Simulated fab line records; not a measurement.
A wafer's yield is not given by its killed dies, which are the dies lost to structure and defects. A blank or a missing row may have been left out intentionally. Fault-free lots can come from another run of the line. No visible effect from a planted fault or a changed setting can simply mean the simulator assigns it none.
Matching of chambers | flow gf180mcu | 4 sister chambers for GF_M5_ETCH_09 on rie diel-03
The step etches Si3N4 in CF4/O2, target depth 52 nm, time 11.95 s. 8 wafers are shown with their chamber, then 12 later ones without.

== WAFERS, EACH WITH ITS CHAMBER ==
wafer  | chamber | drypump motor current A (A) | oes product au (a.u.)
L079.3 | 2       | 5.5                         | 1.010
L083.6 | 3       | 5.9                         | 1.020
L084.4 | 1       | 5.2                         | 1.004
L084.5 | 3       | 5.8                         | 1.020
L084.6 | 0       | 6.6                         | 0.993
L088.4 | 0       | 6.6                         | 0.998
L088.5 | 2       | 5.5                         | 0.998
L088.6 | 1       | 5.3                         | 0.999

== WAFERS WHOSE CHAMBER IS MISSING ==
wafer  | drypump motor current A (A) | oes product au (a.u.)
L089.3 | 5.5                         | 0.998
L089.4 | 6.5                         | 1.013
L089.6 | 5.3                         | 1.002
L093.1 | 6.6                         | 1.004
L093.5 | 6.6                         | 0.996
L093.6 | 5.5                         | 0.994
L094.1 | 5.3                         | 0.993
L094.2 | 6.5                         | 1.005
L094.4 | 5.5                         | 0.992
L095.1 | 6.5                         | 1.007
L095.4 | 5.2                         | 0.999
L095.5 | 5.9                         | 1.019

== CHAMBER TAKEN BY EACH ==
wafer  | from the rows above | in truth
L089.3 | 2                   | 2
L089.4 | 0                   | 0
L089.6 | 1                   | 1
L093.1 | 0                   | 0
L093.5 | 0                   | 0
L093.6 | 2                   | 2
L094.1 | 1                   | 1
L094.2 | 0                   | 0
L094.4 | 2                   | 2
L095.1 | 0                   | 0
L095.4 | 1                   | 1
L095.5 | 3                   | 3
12 of 12 placed correctly. Number that these rows cannot place: 0. 0 placed wrongly.
How it was worked out, from the rows above alone: a wafer's distance from a chamber is the root of the sum, over the readings, of the square of ((its reading less the chamber's mean) divided by the reading's scatter). The wafer belongs to the nearest chamber; if the next one is less than 2 further off, it can't be placed. Each chamber's mean is taken over the wafers shown for it. How the scatter is found: for the shown wafers, subtract from each reading the mean of its chamber, square and add these, divide the total by (wafers less chambers), then take the root.
